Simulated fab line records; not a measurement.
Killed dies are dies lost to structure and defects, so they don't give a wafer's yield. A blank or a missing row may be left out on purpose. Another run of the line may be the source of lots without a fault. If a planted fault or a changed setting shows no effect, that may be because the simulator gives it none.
Which tool was responsible?    flow sky130    13 lots, 39 wafers sampled, at 4 steps of a route of 708

WHAT THE GAUGES SHOWED, per wafer
SKY_NWELL_TW_MEAS_26.
lot   measured      on             NWELL_2_TW
L741  day 5 10:22   film metro-04  497 495 494
L742  day 5 14:56   film metro-02  491 491 489
L750  day 7 13:31   film metro-01  488 490 492
L754  day 8 17:25   film metro-02  486 487 483
L756  day 9 04:53   film metro-01  491 491 494
L757  day 9 10:54   film metro-02  487 486 489
L758  day 9 17:32   film metro-02  486 486 485
L759  day 9 19:12   film metro-04  496 495 495
L760  day 10 05:37  film metro-01  490 493 492
L761  day 10 10:53  film metro-02  489 491 493
L762  day 10 16:10  film metro-01  489 491 491
L763  day 11 00:50  film metro-01  488 489 487
L764  day 11 09:01  film metro-02  488 486 486

SKY_CONTACT_BOW_MEAS_05.
lot   measured      on             CONTACT_BOW (um)
L741  day 30 21:22  film metro-03  83 90 72
L742  day 30 22:46  film metro-01  84 74 75
L750  day 34 00:58  film metro-01  75 83 79
L754  day 35 23:24  film metro-01  80 89 80
L756  day 36 00:25  film metro-01  100 75 80
L757  day 36 00:37  film metro-03  85 85 78
L758  day 36 07:18  film metro-04  90 80 85
L759  day 36 09:47  film metro-01  82 86 83
L760  day 36 22:14  film metro-03  89 84 77
L761  day 37 01:55  film metro-03  73 94 85
L762  day 37 07:58  film metro-04  78 88 88
L763  day 37 17:52  film metro-03  84 86 84
L764  day 37 21:07  film metro-01  76 88 75

EACH LOT AND THE TOOL THAT RAN IT (in order: tool; ch and the chambers of the sampled wafers; start)
lot   SKY_SD_N_CLEAN_13                SKY_LOCAL_INTERCONNECT_METAL_ETCH_14
L741  wet bench-02 ch 1, day 28 09:03  rie metal-01 ch 0,1, day 30 20:10
L742  wet bench-01 ch 0, day 28 10:15  rie metal-02 ch 0,1, day 30 21:33
L750  wet bench-04 ch 3, day 31 15:28  rie metal-02 ch 1, day 33 23:39
L754  wet bench-02 ch 2, day 33 14:00  rie metal-02 ch 0,1, day 35 22:11
L756  wet bench-02 ch 2, day 33 14:41  rie metal-01 ch 0,1, day 35 23:13
L757  wet bench-02 ch 0, day 33 15:35  rie metal-04 ch 0,1, day 35 23:21
L758  wet bench-01 ch 2, day 33 21:47  rie metal-02 ch 0,1, day 36 06:04
L759  wet bench-04 ch 3, day 34 01:05  rie metal-02 ch 0,1, day 36 08:35
L760  wet bench-01 ch 2, day 34 13:23  rie metal-01 ch 0,1, day 36 21:00
L761  wet bench-04 ch 0, day 34 18:05  rie metal-04 ch 0,1, day 37 00:40
L762  wet bench-02 ch 0, day 34 23:41  rie metal-01 ch 0,1, day 37 06:32
L763  wet bench-04 ch 2, day 35 09:10  rie metal-04 ch 0,1, day 37 16:38
L764  wet bench-02 ch 2, day 35 13:30  rie metal-02 ch 0,1, day 37 19:55
- SKY_SD_N_CLEAN_13: cleans in SC1/SC2, time 150 s.
- SKY_LOCAL_INTERCONNECT_METAL_ETCH_14: etches TiN in Cl2/BCl3, stops on PSG, target depth 110 nm, time 31.4 s.

WHAT THE TOOLS THEMSELVES READ (means of the sampled wafers that have a number; where no wafer has one, the mark that the record gives instead)
SKY_SD_N_CLEAN_13.
lot   tool          bath heat duty pct (%)  run length s (s)
L741  wet bench-02  14.4                    182
L742  wet bench-01  12.9                    175
L750  wet bench-04  12.9                    74
L754  wet bench-02  12.8                    184
L756  wet bench-02  12.6                    185
L757  wet bench-02  10.9                    183
L758  wet bench-01  14.9                    185
L759  wet bench-04  13.2                    175
L760  wet bench-01  15.0                    184
L761  wet bench-04  12.8                    175
L762  wet bench-02  10.7                    183
L763  wet bench-04  12.1                    177
L764  wet bench-02  12.7                    186

SKY_LOCAL_INTERCONNECT_METAL_ETCH_14.
lot   tool          drypump motor current A (A)  oes product au (a.u.)  throttle valve pct (%)
L741  rie metal-01  5.7                          0.937                  21.908
L742  rie metal-02  5.6                          0.941                  21.895
L750  rie metal-02  5.9                          0.941                  21.891
L754  rie metal-02  5.3                          0.944                  21.896
L756  rie metal-01  5.3                          0.942                  21.898
L757  rie metal-04  5.9                          0.945                  21.899
L758  rie metal-02  5.3                          0.941                  21.893
L759  rie metal-02  5.3                          0.932                  21.906
L760  rie metal-01  5.3                          0.946                  21.906
L761  rie metal-04  6.0                          0.942                  21.900
L762  rie metal-01  5.7                          0.933                  21.913
L763  rie metal-04  5.9                          0.942                  21.898
L764  rie metal-02  5.7                          0.943                  21.904

THE ANSWER, worked out from the rows above alone
Rule: what is usual is taken from the lots themselves. The widest of any qualifying gaps counts: lots, ordered by their means at a reading, are off when they make up no more than a third of the lots, leave a main group of 4 or more, and stand apart from it by 3 or more times the standard deviation of that group's means. The tables above print the reading to a certain number of digits; a main group whose means all agree to those digits is not used. Also off: a lot with no number at a reading for which 4 or more lots have one. Where the step has rows for the other lots, those lots are counted as sound. After the gauges, taken in route order, come the tools' own readings; for these a lot's mean is taken, as printed above. At the first step where some lot is off, the reading lying furthest off is the one used; lots without a number count as furthest.
Off: L750 (SKY_SD_N_CLEAN_13, run length s). Mean 181 s and standard deviation 4.2 in the main group.
A tool fits if, at that step or a process step before it, it ran every lot that is off, and no sound lot after the first of them. Not one of the candidates tried fits.

WHAT WAS PUT IN BY THE SIMULATOR
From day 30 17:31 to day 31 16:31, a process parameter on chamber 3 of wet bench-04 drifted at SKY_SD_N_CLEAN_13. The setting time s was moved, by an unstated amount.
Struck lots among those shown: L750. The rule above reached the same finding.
